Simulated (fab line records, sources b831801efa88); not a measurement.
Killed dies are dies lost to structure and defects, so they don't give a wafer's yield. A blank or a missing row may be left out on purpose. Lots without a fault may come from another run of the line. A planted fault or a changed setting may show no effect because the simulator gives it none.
Which tool did it? | flow sky130 | 12 lots, 36 wafers sampled, at 6 steps of a route of 708

WHAT THE GAUGES READ, wafer by wafer
SKY_NWELL_OVL_MEAS_10. Usual: NWELL_00_OVL 0.0 nm, standard deviation 1.5.
lot  | measured     | on         | NWELL_00_OVL (nm) | flag
L462 | day 5 15:18  | overlay-02 | 0.8 0.7 1.4       |
L461 | day 5 15:51  | overlay-01 | -3.4 -1.0 -2.9    |
L464 | day 6 06:30  | overlay-02 | 0.5 0.4 2.8       |
L466 | day 6 20:14  | overlay-01 | - - -             | OFF
L468 | day 7 03:57  | overlay-02 | -1.2 0.2 -1.4     |
L467 | day 7 04:30  | overlay-02 | 0.9 2.8 2.3       |
L471 | day 7 23:47  | overlay-02 | -0.5 -2.0 0.5     |
L472 | day 8 03:01  | overlay-01 | -0.1 -0.7 -1.0    |
L474 | day 8 18:08  | overlay-01 | 0.1 -0.1 1.2      |
L478 | day 9 15:59  | overlay-01 | 0.7 -1.5 -0.2     |
L479 | day 9 21:45  | overlay-01 | 1.2 -1.7 -1.4     |
L480 | day 10 02:31 | overlay-01 | -3.3 -2.4 -2.2    |

SKY_NWELL_TW_MEAS_15. Usual: NWELL_TW 1801, standard deviation 18.
lot  | measured     | on            | NWELL_TW          | flag
L462 | day 5 15:53  | film_metro-02 | 1784 1784 1777    |
L461 | day 5 16:26  | film_metro-04 | 1830 1833 1817    |
L464 | day 6 07:05  | film_metro-03 | 1793 1794 1784    |
L466 | day 6 20:50  | film_metro-02 | 30 30 30 29 30 30 | OFF
L468 | day 7 04:32  | film_metro-02 | 1790 1782 1773    |
L467 | day 7 05:05  | film_metro-02 | 1774 1783 1772    |
L471 | day 8 00:23  | film_metro-02 | 1789 1784 1779    |
L472 | day 8 03:36  | film_metro-03 | 1804 1795 1803    |
L474 | day 8 18:44  | film_metro-02 | 1790 1785 1786    |
L478 | day 9 16:35  | film_metro-04 | 1830 1835 1822    |
L479 | day 9 22:20  | film_metro-03 | 1799 1799 1797    |
L480 | day 10 03:06 | film_metro-03 | 1808 1798 1804    |

SKY_VT_ADJUST_HVTR_CD_MEAS_07: target cd 380 nm. Usual: cd_nm 380.1 nm, standard deviation 2.1.
lot  | measured     | on        | cd_nm (nm)        | flag
L462 | day 10 17:15 | cd_sem-02 | 379.5 379.8 379.4 |
L461 | day 10 18:31 | cd_sem-02 | 377.9 377.8 380.0 |
L464 | day 11 16:22 | cd_sem-01 | 384.1 383.3 381.3 |
L468 | day 12 16:25 | cd_sem-02 | 379.2 383.2 381.3 |
L467 | day 12 17:49 | cd_sem-02 | 381.1 380.0 379.7 |
L471 | day 13 16:15 | cd_sem-01 | 382.2 382.1 384.4 |
L472 | day 13 22:35 | cd_sem-02 | 380.9 379.7 379.3 |
L474 | day 14 17:42 | cd_sem-01 | 381.1 382.4 382.8 |
L478 | day 15 20:03 | cd_sem-01 | 377.3 376.8 377.9 |
L479 | day 16 03:51 | cd_sem-02 | 383.1 381.0 382.8 |
L480 | day 16 12:35 | cd_sem-01 | 377.2 376.7 378.4 |

SKY_VT_ADJUST_PCH_TW_MEAS_10. Usual: VT_ADJUST_PCH_TW 143.4, standard deviation 1.4.
lot  | measured     | on            | VT_ADJUST_PCH_TW  | flag
L462 | day 11 17:20 | film_metro-04 | 143.4 143.1 142.8 |
L461 | day 11 18:38 | film_metro-03 | 141.8 142.0 142.4 |
L464 | day 12 17:23 | film_metro-03 | 140.6 140.9 140.4 |
L468 | day 13 17:42 | film_metro-04 | 143.9 144.4 144.4 |
L467 | day 13 19:29 | film_metro-04 | 144.4 143.5 144.2 |
L471 | day 14 18:59 | film_metro-04 | 144.7 143.9 143.6 |
L472 | day 15 01:28 | film_metro-04 | 144.1 144.0 144.4 |
L474 | day 15 20:02 | film_metro-04 | 143.5 144.6 144.6 |
L478 | day 17 00:56 | film_metro-04 | 143.3 144.8 143.5 |
L479 | day 17 08:20 | film_metro-01 | 145.2 144.6 145.0 |
L480 | day 17 18:09 | film_metro-03 | 139.9 140.8 141.4 |

WHICH TOOL RAN EACH LOT (tool, then ch and the chambers of the sampled wafers, then the start)
lot  | SKY_NWELL_EXPOSE_07                | SKY_NWELL_STRIP_25
L462 | iline_stepper-02 ch 0, day 5 07:17 | plasma_asher-04 ch 0,1, day 6 09:44
L461 | iline_stepper-02 ch 0, day 5 07:43 | plasma_asher-01 ch 0,1, day 6 10:44
L464 | iline_stepper-02 ch 0, day 5 21:27 | plasma_asher-02 ch 0,1, day 7 02:23
L466 | iline_stepper-02 ch 0, day 6 10:43 | -
L468 | iline_stepper-02 ch 0, day 6 18:55 | plasma_asher-01 ch 0, day 8 00:08
L467 | iline_stepper-02 ch 0, day 6 19:10 | plasma_asher-04 ch 0,1, day 8 00:41
L471 | iline_stepper-02 ch 0, day 7 13:52 | plasma_asher-02 ch 0,1, day 8 20:14
L472 | iline_stepper-02 ch 0, day 7 17:26 | plasma_asher-04 ch 0,1, day 9 00:10
L474 | iline_stepper-02 ch 0, day 8 08:33 | plasma_asher-01 ch 1, day 9 15:47
L478 | iline_stepper-02 ch 0, day 9 05:56 | plasma_asher-04 ch 0,1, day 10 14:53
L479 | iline_stepper-02 ch 0, day 9 12:51 | plasma_asher-02 ch 0,1, day 10 21:14
L480 | iline_stepper-02 ch 0, day 9 16:38 | plasma_asher-01 ch 0,1, day 11 02:31
- SKY_NWELL_EXPOSE_07: exposes mask NWM, target cd 840 nm.
- SKY_NWELL_STRIP_25: strips in O2/N2.

WHAT THE TOOLS THEMSELVES READ (means of the sampled wafers that have a number; where no wafer has one, the mark that the record gives instead)
SKY_NWELL_EXPOSE_07. Usual: reticle_temp_C 22.98 C, standard deviation 0.11.
lot  | tool             | reticle_temp_C (C) | flag
L462 | iline_stepper-02 | 22.98              |
L461 | iline_stepper-02 | 23.02              |
L464 | iline_stepper-02 | 22.76              |
L466 | iline_stepper-02 | 22.83              |
L468 | iline_stepper-02 | 22.97              |
L467 | iline_stepper-02 | 22.98              |
L471 | iline_stepper-02 | 23.05              |
L472 | iline_stepper-02 | 22.92              |
L474 | iline_stepper-02 | 22.99              |
L478 | iline_stepper-02 | 23.19              |
L479 | iline_stepper-02 | 23.09              |
L480 | iline_stepper-02 | 23.05              |

SKY_NWELL_STRIP_25. Usual: drypump_motor_current_A 6.1 A, standard deviation 0.45; oes_product_au 0.723 a.u., standard deviation 0.0043; strip_time_to_endpoint_s 36.88 s, standard deviation 0.099.
lot  | tool            | drypump_motor_current_A (A) | oes_product_au (a.u.) | strip_time_to_endpoint_s (s) | flag
L462 | plasma_asher-04 | 6.3                         | 0.724                 | 36.81                        |
L461 | plasma_asher-01 | 5.7                         | 0.724                 | 36.99                        |
L464 | plasma_asher-02 | 6.3                         | 0.724                 | 36.89                        |
L468 | plasma_asher-01 | 6.1                         | 0.722                 | 36.93                        |
L467 | plasma_asher-04 | 6.3                         | 0.720                 | 36.85                        |
L471 | plasma_asher-02 | 6.6                         | 0.723                 | 37.06                        |
L472 | plasma_asher-04 | 6.3                         | 0.721                 | 36.88                        |
L474 | plasma_asher-01 | 5.6                         | 0.722                 | 36.90                        |
L478 | plasma_asher-04 | 6.3                         | 0.725                 | 36.78                        |
L479 | plasma_asher-02 | 6.3                         | 0.722                 | 36.82                        |
L480 | plasma_asher-01 | 5.9                         | 0.722                 | 36.69                        |

THE ANSWER, worked out from the rows above alone
Rule: a lot is off if the mean of its wafers that have a number lies more than 3 standard deviations from the usual mean. A lot without any number at a reading at which 4 lots or more have one is off too. The other lots that the step has rows for count as sound. The gauges are gone through in route order, then the tools' own readings, and for those a lot's mean is taken as printed above. The first step at which some lot is off is used, and at that step the reading that is off furthest; a lot without a number counts as furthest.
Off: L466, at SKY_NWELL_OVL_MEAS_10 (NWELL_00_OVL). Without a number there: L466.
A tool fits if, at a process step before that reading, it ran every lot that is off, and no sound lot after the first of them. The gauges at SKY_NWELL_OVL_MEAS_10 aren't tried: what is off there is off at SKY_NWELL_TW_MEAS_15 too, on other tools, and a gauge's error can't cause that. None of those tried fits.

WHAT THE SIMULATOR HAD PUT IN
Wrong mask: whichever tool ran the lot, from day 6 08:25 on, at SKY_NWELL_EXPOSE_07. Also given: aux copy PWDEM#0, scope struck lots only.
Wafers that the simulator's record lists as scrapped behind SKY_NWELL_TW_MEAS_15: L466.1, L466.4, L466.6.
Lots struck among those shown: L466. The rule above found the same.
